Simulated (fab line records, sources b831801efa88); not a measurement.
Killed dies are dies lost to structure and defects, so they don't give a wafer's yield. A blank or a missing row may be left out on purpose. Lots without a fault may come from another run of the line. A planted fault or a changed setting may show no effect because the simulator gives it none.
Problem report in the 8D (eight disciplines) form, filled by code | flow sfq_line | the parts of the form that need people (team, actions taken, sign-off) are left out

1. THE PROBLEM
bias_w at SFQ_TRILAYER_JJ_CE_BARC_OPEN_RIE_150 reads a mean of 83.88 W on 1 wafer of 1 lot; wafers without a fault read 79.98 W with a standard deviation of 0.23. That is +17 standard deviations from the usual mean.
The step: chemistry O2, target BARC, target depth 240 nm, time 80 s.
First seen on wafer L989.5, day 58 00:30, on rie_metal-04. The record holds 39 wafers of 13 lots with a number at this step. Rule for "out", or "out of limits": more than 4 standard deviations from the usual mean. The other wafers with a number count as sound.

2. WHAT IT IS AND WHAT IT IS NOT
question                    | is                | is not
which readings at this step | bias_w            | drypump_motor_current_A, oes_product_au
which lots                  | L989              | L100, L101, L102, L982, L983, L986, L987, L995, L996, L997, L998, L999
which wafers of those lots  | L989.5            | L989.2, L989.6
read on which tools         | rie_metal-04      | rie_metal-01, rie_metal-02
when                        | from day 58 00:30 | up to then (14 sound wafers); but 24 sound wafers of L100, L101, L102, L995, L996, L997, L998, L999 came after

3. SUSPECTS, AND WHAT RULES EACH OUT
Counting: a tool at a process step up to the reading stays a suspect if it ran every lot that is out. Sound lots after the first of them don't rule it out here, since some wafers of a struck lot are sound.
- rie_metal-04 at SFQ_TRILAYER_JJ_CE_BARC_OPEN_RIE_150 (chemistry O2, target BARC, target depth 240 nm, time 80 s): kept. It ran the lot that is out, L989 (day 58 00:30); its last sound lot up to then is L986 (day 57 05:40). Its own readings are out on those wafers: bias_w.
- Within rie_metal-04 at SFQ_TRILAYER_JJ_CE_BARC_OPEN_RIE_150: the wafers that are out ran in chamber 0; their sound lot-mates ran in chamber 1.
Left after counting: rie_metal-04 at SFQ_TRILAYER_JJ_CE_BARC_OPEN_RIE_150.

4. THE CAUSE (what the simulator had put in)
Process parameter drift: rie_metal-04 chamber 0, from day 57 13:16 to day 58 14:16, at SFQ_TRILAYER_JJ_CE_BARC_OPEN_RIE_150. Setting bias_w, moved by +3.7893, from 80. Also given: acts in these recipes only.
Counting left only this tool.

5. THE CHAIN OF EFFECTS, in route order
Each row: a reading whose mean over the struck wafers that have a number lies more than 3 standard deviations from the usual. Only readings for which the record gives a usual standard deviation are gone through. hours: the time from each lot's start at the first step in this table that gives one to its start at this step, as a median over the lots. sigmas: the change in usual standard deviations.
hours | step                                 | reading | usual   | on struck wafers | change | sigmas
0     | SFQ_TRILAYER_JJ_CE_BARC_OPEN_RIE_150 | bias_w  | 79.98 W | 83.88            | +3.90  | +17
The process steps in it:
- SFQ_TRILAYER_JJ_CE_BARC_OPEN_RIE_150: chemistry O2, target BARC, target depth 240 nm, time 80 s.

6. WHAT WOULD HAVE CAUGHT IT SOONER
In this record the first reading out of limits was taken at day 58 00:30, 11 hours after the fault began at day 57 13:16.
